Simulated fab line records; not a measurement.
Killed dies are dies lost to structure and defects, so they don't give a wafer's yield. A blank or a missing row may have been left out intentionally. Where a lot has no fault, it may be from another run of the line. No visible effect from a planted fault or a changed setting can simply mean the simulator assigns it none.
Which of the tools did it? :: flow sky130 :: 10 lots, 30 wafers sampled, at 5 steps of a route of 708

## WHAT THE GAUGES READ, wafer by wafer
SKY_VIA3_RS_MEAS_22: measures by four-point-probe.
lot: L643
measured: day 39 16:49
on: film-metro-04
VIA3_W_RS (ohm/sq): 0.298 0.296 0.302

lot: L644
measured: day 39 20:32
on: film-metro-02
VIA3_W_RS (ohm/sq): 0.291 0.291 0.291

lot: L645
measured: day 40 04:12
on: film-metro-02
VIA3_W_RS (ohm/sq): 0.296 0.297 0.293

lot: L653
measured: day 42 13:31
on: film-metro-04
VIA3_W_RS (ohm/sq): 0.293 0.293 0.289

lot: L655
measured: day 43 10:36
on: film-metro-02
VIA3_W_RS (ohm/sq): 0.449 0.299 0.297

lot: L656
measured: day 43 12:40
on: film-metro-02
VIA3_W_RS (ohm/sq): 0.293 0.294 0.289

lot: L657
measured: day 43 16:09
on: film-metro-01
VIA3_W_RS (ohm/sq): 0.450 0.302 0.296

lot: L661
measured: day 45 04:34
on: film-metro-04
VIA3_W_RS (ohm/sq): 0.293 0.296 0.288

lot: L665
measured: day 46 00:34
on: film-metro-02
VIA3_W_RS (ohm/sq): 0.299 0.296 0.289

lot: L666
measured: day 46 03:05
on: film-metro-01
VIA3_W_RS (ohm/sq): 0.291 0.301 0.293

## WHICH TOOL RAN EACH LOT (tool, then ch and the chambers of the sampled wafers, then the start)
lot: L643
SKY_LI_CONTACT_CMP_24: cmp-01 ch 0,1,3, day 29 05:17
SKY_METAL1_SPUTTER_00: pvd-sputter-01, day 31 16:24
SKY_CAPM_STRIP_14: plasma-asher-01 ch 0,1, day 37 11:35
SKY_VIA3_CVD_21: cvd-w-02 ch 0,1, day 39 16:42

lot: L644
SKY_LI_CONTACT_CMP_24: cmp-01 ch 0,1,3, day 29 11:47
SKY_METAL1_SPUTTER_00: pvd-sputter-03, day 31 21:28
SKY_CAPM_STRIP_14: plasma-asher-01 ch 0, day 37 15:05
SKY_VIA3_CVD_21: cvd-w-01 ch 0, day 39 20:24

lot: L645
SKY_LI_CONTACT_CMP_24: cmp-02 ch 0,1,3, day 29 18:35
SKY_METAL1_SPUTTER_00: pvd-sputter-03, day 32 06:01
SKY_CAPM_STRIP_14: plasma-asher-04 ch 0,1, day 37 23:32
SKY_VIA3_CVD_21: cvd-w-02 ch 0,1, day 40 04:04

lot: L653
SKY_LI_CONTACT_CMP_24: cmp-02 ch 0,2, day 32 13:15
SKY_METAL1_SPUTTER_00: pvd-sputter-04, day 34 20:46
SKY_CAPM_STRIP_14: plasma-asher-01 ch 0,1, day 40 11:11
SKY_VIA3_CVD_21: cvd-w-02 ch 0,1, day 42 13:23

lot: L655
SKY_LI_CONTACT_CMP_24: cmp-01 ch 1,3, day 33 12:44
SKY_METAL1_SPUTTER_00: pvd-sputter-04, day 35 22:07
SKY_CAPM_STRIP_14: plasma-asher-02 ch 0,1, day 41 08:41
SKY_VIA3_CVD_21: cvd-w-02 ch 0,1, day 43 10:29

lot: L656
SKY_LI_CONTACT_CMP_24: cmp-01 ch 1,2, day 33 13:26
SKY_METAL1_SPUTTER_00: pvd-sputter-03, day 35 22:25
SKY_CAPM_STRIP_14: plasma-asher-02 ch 0,1, day 41 09:47
SKY_VIA3_CVD_21: cvd-w-01 ch 0,1, day 43 12:32

lot: L657
SKY_LI_CONTACT_CMP_24: cmp-01 ch 1,2, day 33 18:50
SKY_METAL1_SPUTTER_00: pvd-sputter-04, day 36 03:10
SKY_CAPM_STRIP_14: plasma-asher-01 ch 0,1, day 41 14:08
SKY_VIA3_CVD_21: cvd-w-02 ch 0,1, day 43 16:02

lot: L661
SKY_LI_CONTACT_CMP_24: cmp-01 ch 0,2,3, day 35 11:57
SKY_METAL1_SPUTTER_00: pvd-sputter-04, day 37 19:10
SKY_CAPM_STRIP_14: plasma-asher-04 ch 0,1, day 43 03:29
SKY_VIA3_CVD_21: cvd-w-01 ch 0,1, day 45 04:25

lot: L665
SKY_LI_CONTACT_CMP_24: cmp-02 ch 2,3, day 36 11:32
SKY_METAL1_SPUTTER_00: pvd-sputter-03, day 38 17:44
SKY_CAPM_STRIP_14: plasma-asher-04 ch 0,1, day 44 02:14
SKY_VIA3_CVD_21: cvd-w-01 ch 0,1, day 46 00:25

lot: L666
SKY_LI_CONTACT_CMP_24: cmp-02 ch 0,1, day 36 15:40
SKY_METAL1_SPUTTER_00: pvd-sputter-01, day 38 21:13
SKY_CAPM_STRIP_14: plasma-asher-04 ch 0,1, day 44 04:53
SKY_VIA3_CVD_21: cvd-w-01 ch 0,1, day 46 02:56
- SKY_LI_CONTACT_CMP_24: polishes, stops on PSG, t overpolish 20 s, target thk 0 nm.
- SKY_METAL1_SPUTTER_00: material Ti, target thk 15 nm, time 10 s.
- SKY_CAPM_STRIP_14: strips in O2/N2.
- SKY_VIA3_CVD_21: deposits W, target thk 390 nm, time 117.31 s.

## THE ANSWER, worked out from the rows above alone
Rule: the lots themselves supply what counts as usual. Put in order of their means at a reading, lots are off if they are a third of the lots or fewer, leave a main group of 4 or more, and stand apart from it by a gap of 3 or more times the standard deviation of the main group's means; of several such gaps the widest counts. A main group whose means are all the same, to the digits that the tables above print for the reading, isn't used. Also off: a lot with no number at a reading for which 4 or more lots have one. All remaining lots with rows at the step are treated as sound.
Off: L655, L657, at SKY_VIA3_RS_MEAS_22 (VIA3_W_RS). The main group: mean 0.294 ohm/sq, standard deviation 0.0024.
If a tool, at a process step before that reading, ran all the lots that are off and no sound lot after the first of them, it fits. The gauges at SKY_VIA3_RS_MEAS_22 are tried like those tools. One candidate fits, namely cvd-w-02 at SKY_VIA3_CVD_21. Its last sound lot is L653 (day 42 13:23), its first lot that is off L655 (day 43 10:29): a fault that began between those two fits.

## WHAT THE SIMULATOR HAD PUT IN
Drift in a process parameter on cvd-w-02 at SKY_VIA3_CVD_21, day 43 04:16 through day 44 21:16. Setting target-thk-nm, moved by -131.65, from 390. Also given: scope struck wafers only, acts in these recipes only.
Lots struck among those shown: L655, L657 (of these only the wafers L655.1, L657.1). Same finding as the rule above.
